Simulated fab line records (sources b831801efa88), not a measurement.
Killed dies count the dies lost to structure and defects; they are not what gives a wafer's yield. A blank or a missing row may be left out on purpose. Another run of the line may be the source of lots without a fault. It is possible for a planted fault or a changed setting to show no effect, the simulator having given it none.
8D (eight disciplines) problem report, filled in by code || flow gf180mcu || the parts of the form that need people (team, actions taken, sign-off) are left out

== 1. THE ISSUE ==
Mean V5_CVD_00_THK at GF_V5_THK_MEAS_01: 259 nm over 6 wafers in 2 lots; fault-free wafers: 301 nm, standard deviation 3.5. That puts it -12 standard deviations away from the usual mean.
Seen first at day 28 14:25 on film_metro-02, wafer L811.1. At this step, 39 wafers from 13 lots have a number in the record. By rule, "out" or "out of limits" means more than 4 standard deviations away from the usual mean. The other wafers with a number count as sound.

== 2. WHAT IT IS AND WHAT IT IS NOT ==
{"question": "which readings at this step", "is": "V5_CVD_00_THK", "is not": "-"}
{"question": "which lots", "is": "L811, L812", "is not": "L804, L805, L807, L809, L819, L821, L822, L823, L824, L825, L826"}
{"question": "which wafers of those lots", "is": "all that have a number", "is not": "-"}
{"question": "read on which gauges", "is": "film_metro-02, film_metro-03", "is not": "film_metro-01"}
{"question": "when", "is": "from day 28 14:25", "is not": "up to then (12 sound wafers); but 21 sound wafers of L819, L821, L822, L823, L824, L825, L826 came after"}

== 3. THE SUSPECTS, EACH WITH WHAT RULES IT OUT ==
Counting: a tool at a process step up to the reading stays a suspect if it ran every lot that is out and no sound lot after the first of them.
- ruled out: the gauge at GF_V5_THK_MEAS_01. The wafers that are out were read on 2 gauges (film_metro-02, film_metro-03).
- hdpcvd-01 at GF_V5_CVD_00 (deposits SiO2, target thk 300 nm, time 50 s): ruled out as a lasting fault. Sound lots L823, L822, L826 ran on it after its first lot that is out, L811 (day 28 14:23).
Left after counting: nothing in the record.

== 4. THE CAUSE (what the simulator had put in) ==
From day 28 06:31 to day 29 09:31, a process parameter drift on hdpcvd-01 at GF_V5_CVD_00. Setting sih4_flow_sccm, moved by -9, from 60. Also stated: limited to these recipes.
Counting ruled it out, wrongly: the rule takes a fault to strike every lot that its tool runs from its start on, and this one did not.

== 5. THE EFFECT CHAIN, in route order ==
One row per reading whose mean, taken over the struck wafers that have a number, lies over 3 standard deviations from the usual. Readings are gone through only where the record gives a usual standard deviation; hours: the median, over the lots, of the time from a lot's start at the first step in this table giving one to that lot's start at this step; sigmas: the change measured in usual standard deviations.
{"hours": 0, "step": "GF_V5_CVD_00", "reading": "sih4_flow_sccm", "usual": "59.97 sccm", "on struck wafers": 50.92, "change": -9.05, "sigmas": -50}
{"hours": 0, "step": "GF_V5_THK_MEAS_01", "reading": "V5_CVD_00_THK", "usual": "301 nm", "on struck wafers": 259, "change": -42, "sigmas": -12}
Process steps it contains:
- GF_V5_CVD_00: deposits SiO2, target thk 300 nm, time 50 s.
At these later measuring or inspecting steps, every struck wafer for which the step has a row has a number for every such reading, and none has moved that far: GF_V5_CD_MEAS_14.

== 6. HOW IT WOULD HAVE BEEN CAUGHT EARLIER ==
In this record the first reading out of limits at a measuring or inspecting step was taken at day 28 14:25, 8 hours after the fault began at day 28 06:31.
The tool's own readings at GF_V5_CVD_00 were out on every struck wafer that the step has a row for (sih4_flow_sccm): an alarm limit on them would have fired on the first of those.
